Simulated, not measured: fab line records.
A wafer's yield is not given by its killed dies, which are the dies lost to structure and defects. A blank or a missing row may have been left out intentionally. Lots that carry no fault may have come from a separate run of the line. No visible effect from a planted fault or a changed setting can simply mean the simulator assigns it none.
fab line records + flow sky130
record
- lots=13
- wafers=39
- lastDay=51
route steps=708 shown VIA2@507
lots that met no fault: from a run of the same line without faults
startH: hours from the record's first day to the start of the lot's first wafer shown + waitH: how many hours have passed since the lot's step before this one + " the same as in the row above + L1.1+2: a row that stands for several wafers + - no value, or no start given + * or withheld: withheld + < > ~ a bound
route shown NAME@n: NAME is a module with steps in the file, n the number in the route of the first one + usual: average and standard deviation across the fault-free wafers + same: alike in all rows + chamber/n: place in a boat + sites: the reading at each site + _std_site: the standard deviation of these + _edge_site: inner sites' mean taken away from outer sites' mean + radiusMm: how far each site lies from the wafer's centre + mask NAME#n: copy n + behind: the last tool/chamber to shape the wafer + hold: what put the lot on hold/how long, in hours/how the hold closed + device: the n, p or np transistor that did not switch + end of line: the route-end tests of the same wafers + step lacking rows: just its recipe + killed: dies lost to structure and defects at the first sort, not the wafer's yield + map: a wafer's dies, marking killed ones x, the rest . and places with no die _
set.NAME: the setting that was run; set.NAME@STEP: the one run at that earlier step + model.NAME: the simulator's own value behind a step, which no gauge read
steps of the route over a sample of lots; a table a step, a row a wafer
services: from which hour (startH, from the record's first day; less than 0 if before it) a tool's chamber was out of use, for how many hours, and why
## steps
# step SKY_VIA2_HDPCVD_00
# recipe
- material=SiO2
- targetThkNm=1180
- sigmaOpenFrac=0.3
- timeS=196.7
- tempC=400
- sih4FlowSccm=60
- pressureMtorr=6
# usual
- runLengthS=224.6/0.6
| lot.wafer | tool      | chamber | startH  | waitH | runLengthS |
|-----------|-----------|---------|---------|-------|------------|
| L549.2    | hdpcvd-02 | 0       | 847.97  | 0.0   | 224.4      |
| L549.5    | "         | 1       | "       | "     | 223.8      |
| L549.6    | "         | 2       | "       | "     | 224.7      |
| L550.1    | hdpcvd-01 | 2       | 857.93  | 0.0   | 225.5      |
| L550.3    | "         | 1       | "       | "     | 224.6      |
| L550.5    | "         | 1       | "       | "     | 224.4      |
| L551.1    | hdpcvd-02 | 0       | 860.00  | 0.0   | 224.4      |
| L551.5    | "         | 2       | "       | "     | 224.0      |
| L551.6    | "         | 1       | "       | "     | 223.7      |
| L552.3    | hdpcvd-01 | 2       | 867.10  | 0.0   | 225.4      |
| L552.5    | "         | 2       | "       | "     | 225.9      |
| L552.6    | "         | 1       | "       | "     | 224.7      |
| L554.1    | hdpcvd-01 | 2       | 879.18  | 0.0   | 225.2      |
| L554.2    | "         | 0       | "       | "     | 224.3      |
| L554.3    | "         | 1       | "       | "     | 224.4      |
| L555.1    | hdpcvd-02 | 2       | 882.82  | 0.0   | 223.7      |
| L555.3    | "         | 0       | "       | "     | 224.6      |
| L555.4    | "         | 0       | "       | "     | 224.7      |
| L556.1    | hdpcvd-01 | 0       | 897.02  | 0.0   | 224.8      |
| L556.2    | "         | 1       | "       | "     | 224.9      |
| L556.3    | "         | 2       | "       | "     | 225.4      |
| L557.1    | hdpcvd-02 | 0       | 897.24  | 0.0   | 224.5      |
| L557.2    | "         | 1       | "       | "     | 223.9      |
| L557.3    | "         | 2       | "       | "     | 224.1      |
| L563.1    | hdpcvd-02 | 1       | 948.64  | 0.0   | 223.6      |
| L563.4    | "         | 2       | "       | "     | 224.3      |
| L563.5    | "         | 0       | "       | "     | 263.1      |
| L566.1    | hdpcvd-01 | 1       | 963.37  | 0.1   | 224.8      |
| L566.5    | "         | 1       | "       | "     | 224.3      |
| L566.6    | "         | 2       | "       | "     | 225.2      |
| L569.2    | hdpcvd-01 | 1       | 982.98  | 0.0   | 224.3      |
| L569.3    | "         | 0       | "       | "     | 224.8      |
| L569.6    | "         | 2       | "       | "     | 225.5      |
| L570.2    | hdpcvd-01 | 0       | 991.43  | 0.0   | 224.7      |
| L570.3    | "         | 2       | "       | "     | 225.4      |
| L570.6    | "         | 0       | "       | "     | 224.9      |
| L572.1    | hdpcvd-01 | 1       | 1004.21 | 0.0   | 225.0      |
| L572.3    | "         | 2       | "       | "     | 225.9      |
| L572.5    | "         | 1       | "       | "     | 224.4      |
# step SKY_VIA2_THK_MEAS_01
# recipe
- reads=SiO2_of_VIA2_HDPCVD_00
# usual
- VIA2_HDPCVD_THK=1175/11
| lot.wafer | tool         | chamber | startH  | waitH | hold                    | VIA2_HDPCVD_THK[nm] |
|-----------|--------------|---------|---------|-------|-------------------------|---------------------|
| L549.2    | filmMetro-04 | -       | 848.11  | 0.1   | -                       | 1175                |
| L549.5    | "            | -       | "       | "     | -                       | 1172                |
| L549.6    | "            | -       | "       | "     | -                       | 1192                |
| L550.1    | filmMetro-04 | -       | 858.05  | 0.1   | -                       | 1173                |
| L550.3    | "            | -       | "       | "     | -                       | 1163                |
| L550.5    | "            | -       | "       | "     | -                       | 1162                |
| L551.1    | filmMetro-03 | -       | 860.13  | 0.1   | -                       | 1181                |
| L551.5    | "            | -       | "       | "     | -                       | 1180                |
| L551.6    | "            | -       | "       | "     | -                       | 1178                |
| L552.3    | filmMetro-02 | -       | 867.24  | 0.1   | -                       | 1191                |
| L552.5    | "            | -       | "       | "     | -                       | 1186                |
| L552.6    | "            | -       | "       | "     | -                       | 1194                |
| L554.1    | filmMetro-04 | -       | 879.30  | 0.1   | -                       | 1173                |
| L554.2    | "            | -       | "       | "     | -                       | 1191                |
| L554.3    | "            | -       | "       | "     | -                       | 1189                |
| L555.1    | filmMetro-04 | -       | 882.95  | 0.1   | -                       | 1160                |
| L555.3    | "            | -       | "       | "     | -                       | 1172                |
| L555.4    | "            | -       | "       | "     | -                       | 1167                |
| L556.1    | filmMetro-03 | -       | 897.15  | 0.1   | -                       | 1179                |
| L556.2    | "            | -       | "       | "     | -                       | 1194                |
| L556.3    | "            | -       | "       | "     | -                       | 1176                |
| L557.1    | filmMetro-04 | -       | 897.37  | 0.1   | -                       | 1179                |
| L557.2    | "            | -       | "       | "     | -                       | 1170                |
| L557.3    | "            | -       | "       | "     | -                       | 1174                |
| L563.1    | filmMetro-04 | -       | 948.77  | 0.1   | awaitDispo/0.2h/release | 1162                |
| L563.4    | "            | -       | "       | "     | awaitDispo/0.2h/release | 1171                |
| L563.5    | "            | -       | "       | "     | awaitDispo/0.2h/release | 1418                |
| L563.1    | filmMetro-04 | -       | 949.00  | 0.2   | -                       | 1161                |
| L563.4    | "            | -       | "       | "     | -                       | 1171                |
| L563.5    | "            | -       | "       | "     | -                       | 1418                |
| L566.1    | filmMetro-03 | -       | 963.49  | 0.1   | -                       | 1177                |
| L566.5    | "            | -       | "       | "     | -                       | 1167                |
| L566.6    | "            | -       | "       | "     | -                       | 1166                |
| L569.2    | filmMetro-04 | -       | 983.11  | 0.1   | -                       | 1180                |
| L569.3    | "            | -       | "       | "     | -                       | 1178                |
| L569.6    | "            | -       | "       | "     | -                       | 1174                |
| L570.2    | filmMetro-02 | -       | 991.57  | 0.1   | -                       | 1168                |
| L570.3    | "            | -       | "       | "     | -                       | 1171                |
| L570.6    | "            | -       | "       | "     | -                       | 1181                |
| L572.1    | filmMetro-03 | -       | 1004.34 | 0.1   | -                       | 1156                |
| L572.3    | "            | -       | "       | "     | -                       | 1150                |
| L572.5    | "            | -       | "       | "     | -                       | 1152                |
## services
| tool      | chamber | startH | hours | kind      |
|-----------|---------|--------|-------|-----------|
| hdpcvd-02 | -       | 950.25 | 15.0  | pm        |
| hdpcvd-02 | 0       | 950.25 | 15.0  | ventCycle |
| hdpcvd-02 | 1       | 950.25 | 15.0  | ventCycle |
| hdpcvd-02 | 2       | 950.25 | 15.0  | ventCycle |
| hdpcvd-02 | 2       | 951.16 | 10.9  | repair    |
| hdpcvd-02 | 0       | 965.25 | -     | clean     |
| hdpcvd-02 | 1       | 965.25 | -     | clean     |
| hdpcvd-02 | 2       | 965.25 | -     | clean     |
| hdpcvd-01 | 0       | 965.73 | 4.9   | repair    |
| hdpcvd-01 | 2       | 966.14 | 9.9   | repair    |
## key
firstSign
- step=SKY_VIA2_HDPCVD_00
- reading=runLengthS
- direction=up
- sigmas=65
- usual=*
- struck=*
effect
- step=SKY_VIA2_THK_MEAS_01
- reading=visit
- direction=added
effect
- step=SKY_VIA2_THK_MEAS_01
- reading=VIA2_HDPCVD_THK
- direction=up
- sigmas=22
- usual=1175
- struck=1418
metAt SKY_VIA2_HDPCVD_00
struckLots L563
struckWafers L563.5
onsetBetween 897.24 948.64
fault
- kind=processParameterDrift
- tool=hdpcvd-02
- chamber=0
- onsetH=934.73
- steps=SKY_VIA2_HDPCVD_00
- channel=timeS
- offset=*
- shape=step
- endH=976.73
- actsIn=*
- stated=*
